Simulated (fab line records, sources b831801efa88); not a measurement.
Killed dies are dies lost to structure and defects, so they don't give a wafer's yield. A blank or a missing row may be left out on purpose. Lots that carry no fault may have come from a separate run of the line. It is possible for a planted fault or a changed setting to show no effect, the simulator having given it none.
Chamber matching    flow gf180mcu    cmp-01 running GF_V5_CMP_26: 4 sister chambers
The step polishes, stops on SiO2, t overpolish 15 s, target thk 0 nm. 4 wafers are shown with their chamber, then 8 later ones without.

EACH WAFER AND ITS CHAMBER
wafer   chamber  motor current A (A)
L476.2  2        9.5
L476.5  1        9.1
L478.6  0        13.4
L480.2  3        10.4

WAFERS WHOSE CHAMBER IS MISSING
wafer   motor current A (A)
L480.4  9.1
L480.6  9.9
L481.1  8.9
L481.3  9.4
L481.4  12.6
L482.1  9.0
L482.2  10.5
L482.5  9.5

THE CHAMBER EACH PASSED THROUGH
wafer   from the rows above           in truth
L480.4  can't be placed: 1 or 2       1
L480.6  can't be placed: 2 or 3 or 1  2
L481.1  can't be placed: 1 or 2       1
L481.3  can't be placed: 2 or 1       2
L481.4  0                             0
L482.1  can't be placed: 1 or 2       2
L482.2  3                             3
L482.5  can't be placed: 2 or 1       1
Correctly placed: 2 of 8. Cannot be placed on the basis of these rows: 6; the candidates contain the true chamber in 6. Placed wrongly: 0.
How it was worked out, from the rows above alone: a wafer's distance from a chamber is the root of the sum, over the readings, of the square of ((its reading less the chamber's mean) divided by the reading's scatter). If the next closest chamber is less than 2 further off than the closest, the wafer can't be placed; otherwise it belongs to the closest. For every chamber, the mean is computed from those of its wafers that are shown. The scatter: root of mean squared gap, hidden wafer to nearest shown wafer, with one shown wafer a chamber.
